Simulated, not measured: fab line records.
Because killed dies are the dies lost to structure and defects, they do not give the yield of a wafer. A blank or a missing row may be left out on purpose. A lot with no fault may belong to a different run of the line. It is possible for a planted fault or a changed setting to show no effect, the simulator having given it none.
Problem report, 8D (eight disciplines) form, completed by code ; flow gf180mcu ; the parts of the form that need people (team, actions taken, sign-off) are left out

== 1. THE ISSUE ==
HV_LDD_3_TW at GF_HV_LDD_TW_MEAS_38 reads a mean of 1355 on 6 wafers of 2 lots; wafers without a fault read 1420 with a standard deviation of 9.3. Relative to the usual mean, that is a shift of -7.0 standard deviations.
Earliest sighting: wafer L615.4 on film_metro-03 at day 17 06:44. The record has a number at this step for 39 wafers belonging to 13 lots. Rule for "out" (also "out of limits"): further than 4 standard deviations from the usual mean. All remaining wafers that have a number are taken as sound.

== 2. WHAT IT IS AND WHAT IT IS NOT ==
question;is;is not
which readings at this step;HV_LDD_3_TW;-
which lots;L615, L616;L597, L598, L600, L601, L602, L603, L604, L606, L610, L618, L620
which wafers of those lots;all that have a number;-
read on which gauges;film_metro-01, film_metro-03;film_metro-02
when;from day 17 06:44;"up to then (27 sound wafers); but 6 sound wafers of L618, L620 came after"

== 3. THE SUSPECTS, EACH WITH WHAT RULES IT OUT ==
Counting: a tool at any process step up to the reading remains a suspect when it ran all the lots that are out and ran no sound lot after the first of those.
- ruled out: the gauge at GF_HV_LDD_TW_MEAS_38. The wafers that are out were read on 2 gauges (film_metro-01, film_metro-03).
- implanter-02 at GF_HV_LDD_IMPLANT_36: kept. It ran every lot that is out, first L615 (day 17 06:32), and no sound lot after that; its last sound lot up to then is L610 (day 16 00:07). Its own readings are out on those wafers: dose_ions_cm2, faraday_current_uA.
Remaining after the count: implanter-02 at GF_HV_LDD_IMPLANT_36.

== 4. THE CAUSE (what the simulator had put in) ==
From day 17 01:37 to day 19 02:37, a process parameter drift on implanter-02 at GF_HV_LDD_IMPLANT_36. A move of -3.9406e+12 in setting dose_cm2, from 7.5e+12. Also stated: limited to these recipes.
After counting, this tool was the only one left.

== 5. THE CHAIN OF EFFECTS, in route order ==
Rows list readings where the struck wafers' mean (over those with a number) sits beyond 3 standard deviations from the usual. Scope: only readings with a usual standard deviation given in the record; hours: median across lots of the time from each lot's start at the first step in this table that gives one to its start at this step; sigmas: change in usual standard deviations.
hours;step;reading;usual;on struck wafers;change;sigmas
0;GF_HV_LDD_IMPLANT_36;dose_ions_cm2;7.5e+12;3.6e+12;-3.9e+12;-99 or more
0;GF_HV_LDD_IMPLANT_36;faraday_current_uA;42.3;20.1;-22.2;-26
0;GF_HV_LDD_TW_MEAS_38;HV_LDD_3_TW;1420;1355;-65;-7.0
24;GF_HV_LDD_RS_MEAS_53;HV_LDD_RS;418.4 ohm/sq;428.8;+10.4;+8.6
Its process steps:
- GF_HV_LDD_IMPLANT_36
Later steps that measure or inspect, where all struck wafers having a row at the step show a number for every such reading and not one has moved that far: GF_V1_CD_MEAS_14.

== 6. WHAT WOULD HAVE CAUGHT IT SOONER ==
The first out-of-limits reading at a measuring or inspecting step in this record came at day 17 06:44, 5 hours after the fault's start at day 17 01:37.
At GF_HV_LDD_IMPLANT_36, the tool's own readings (dose_ions_cm2, faraday_current_uA) were out on each struck wafer the step has a row for, so an alarm limit on them would have fired on the first such wafer.
L616, from the lots that are out (2), started GF_HV_LDD_IMPLANT_36 on implanter-02 later than day 17 06:44. Holding the tool at that time would have saved it.
